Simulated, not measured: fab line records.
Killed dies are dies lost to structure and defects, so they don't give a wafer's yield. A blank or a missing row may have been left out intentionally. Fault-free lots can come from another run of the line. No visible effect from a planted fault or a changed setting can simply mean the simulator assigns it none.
Struck lot and sound lot, side by side / flow sky130 / 35 steps out of a route of 708
Sound: these wafers, L614.1, L614.3, L614.6. Wafers L626.3, L626.5, L626.6 were the ones struck. The cause comes at the end.
For every step that has rows: the tool of each side, followed by ch and its chambers, followed by its first start. Under that, the readings that differ: sound wafers / struck wafers / difference of the means / sigmas: that difference in standard deviations of wafers without a fault.
alike: readings whose means differ by less than 2 such deviations, and words and numbers that are the same on both sides. not compared: withheld readings, readings that some wafer has no value for, bounds like >300 that may hide the same value, and numbers for which the record gives no deviation and whose values overlap.
Wherever a step has rows on one side only, a row that says differs or no value, or a row with sigmas, the two part there. When numbers do not overlap yet have no deviation, they are printed without sigmas and do not part them. A reading that every wafer of one side lacks parts them only if that side has two wafers or more.

first, 10 steps without rows for these wafers: SKY_CONTACT_ETCH_16 (etches BARC in N2/H2, stops on SiO2, time 45.9 s, target depth 60 nm); SKY_CONTACT_ETCH_17 (etches SiO2 in C4F8/O2/Ar, stops on Si3N4, target depth 340 nm); SKY_CONTACT_ETCH_18 (etches Si3N4 in CHF3/O2, stops on TiN, time 39 s, target depth 75 nm); SKY_CONTACT_STRIP_19 (strips in O2/N2); SKY_CONTACT_STRIP_20 (strips in post etch residue remover, time 1200 s); SKY_CONTACT_CLEAN_21 (cleans in IPA, time 180 s); SKY_CONTACT_CLEAN_22 (cleans in O3/DIW); SKY_CONTACT_SPUTTER_23 (material TiN, target thk 20 nm, time 80 s); SKY_CONTACT_CVD_24 (deposits W, target thk 340 nm, time 102.12 s); SKY_CONTACT_CMP_27 (polishes, stops on SiO2, t overpolish 15 s, target thk 0 nm).
SKY_METAL1_SPUTTER_00: material Ti, target thk 15 nm, time 10 s.
  sound: pvdSputter-01 at day 32 15:06; struck: pvdSputter-01 at day 36 10:38
  alike: throttleValvePct
then, 23 steps without rows for these wafers: SKY_METAL1_SPUTTER_01 (material TiN, target thk 20 nm, time 16.7 s); SKY_METAL1_SPUTTER_02 (material AlCu, target thk 250 nm, time 13.3 s); SKY_METAL1_SPUTTER_03 (material Ti, target thk 5 nm, time 3.3 s); SKY_METAL1_SPUTTER_04 (material TiN, target thk 70 nm, time 58.3 s); SKY_METAL1_DEHYDRATE_07 (time 60 s); SKY_METAL1_HMDS_08 (prime time 60 s); SKY_METAL1_COAT_09 (resist thk 60 nm); SKY_METAL1_COAT_10 (resist thk 450 nm); SKY_METAL1_SOFTBAKE_11 (time 90 s); SKY_METAL1_EXPOSE_12 (exposes mask MM1, target cd 140 nm); SKY_METAL1_PEB_13; SKY_METAL1_DEVELOP_14 (develop time 60 s); SKY_METAL1_DESCUM_17 (chemistry O2, time 8 s); SKY_METAL1_ETCH_18 (etches BARC in N2/H2, stops on SiO2, time 45.9 s, target depth 60 nm); SKY_METAL1_METAL_ETCH_19 (etches the open film in Cl2/BCl3, stops on SiO2, target depth 360 nm, time 78 s); SKY_METAL1_STRIP_20 (strips in O2/N2); SKY_METAL1_STRIP_21 (strips in post etch residue remover, time 1200 s); SKY_METAL1_CLEAN_22 (cleans in IPA, time 180 s); SKY_METAL1_CLEAN_23 (cleans in O3/DIW); SKY_VIA1_HDPCVD_00 (deposits SiO2, target thk 1030 nm, time 171.7 s); SKY_VIA1_CMP_02 (polishes SiO2); SKY_VIA1_DEHYDRATE_04 (time 60 s); SKY_VIA1_HMDS_05 (prime time 60 s).
-- the record jumps here: 13 days lie between the struck wafers' starts before and after (it left off in module VIA1 and takes up again in module PAD_OPEN, whose first step shown is number 708 of the route) --
SKY_PAD_OPEN_PROBE_99:
  sound: prober-01 at day 46 12:07; struck: prober-02 at day 49 09:40
reading=defectLimitedYield (%); sound=81.3 81.9 82.9; struck=79.7 73.4 78.0; difference=-5.0; sigmas=-2
reading=killed_at_M0_to_M3; sound=49 40 32; struck=60 96 61; difference=+32; sigmas=+4
reading=killedDies; sound=92 89 84; struck=100 131 108; difference=+25; sigmas=+2
reading=sort_bin_3_pad_short (%); sound=1.0 0.4 0.8; struck=2.2 2.6 2.4; difference=+1.7; sigmas=+5
reading=sort_bin_5_function (%); sound=10.2 10.2 10.2; struck=11.6 15.9 13.6; difference=+3.5; sigmas=+2
reading=sortNPass; sound=400 403 408; struck=392 361 384; difference=-25; sigmas=-2
reading=sortYieldPct (%); sound=81.3 81.9 82.9; struck=79.7 73.4 78.0; difference=-5.0; sigmas=-2
reading=model.etest.tester.sortNPass; sound=400 403 408; struck=392 361 384; difference=-25; sigmas=
reading=model.etest.tester.sortYieldPct (%); sound=81.3 81.91 82.93; struck=79.67 73.37 78.05; difference=-5.02; sigmas=
reading=model.etest.tester.sort_bin_5_pct (%); sound=10.16 10.16 10.16; struck=11.59 15.85 13.62; difference=+3.53; sigmas=
reading=model.etest.tester.sort_bin_3_pct (%); sound=1.016 0.4065 0.813; struck=2.236 2.642 2.439; difference=+1.694; sigmas=
  alike: killed_at_M4_up, killedAtContacts, killedAtFrontEnd, killedAtOther, killedOpen, killedShort, sort_bin_6_memory

== WHERE THEY PART ==
SKY_PAD_OPEN_PROBE_99 only, going by this record.

WHY: whatever the simulator had introduced
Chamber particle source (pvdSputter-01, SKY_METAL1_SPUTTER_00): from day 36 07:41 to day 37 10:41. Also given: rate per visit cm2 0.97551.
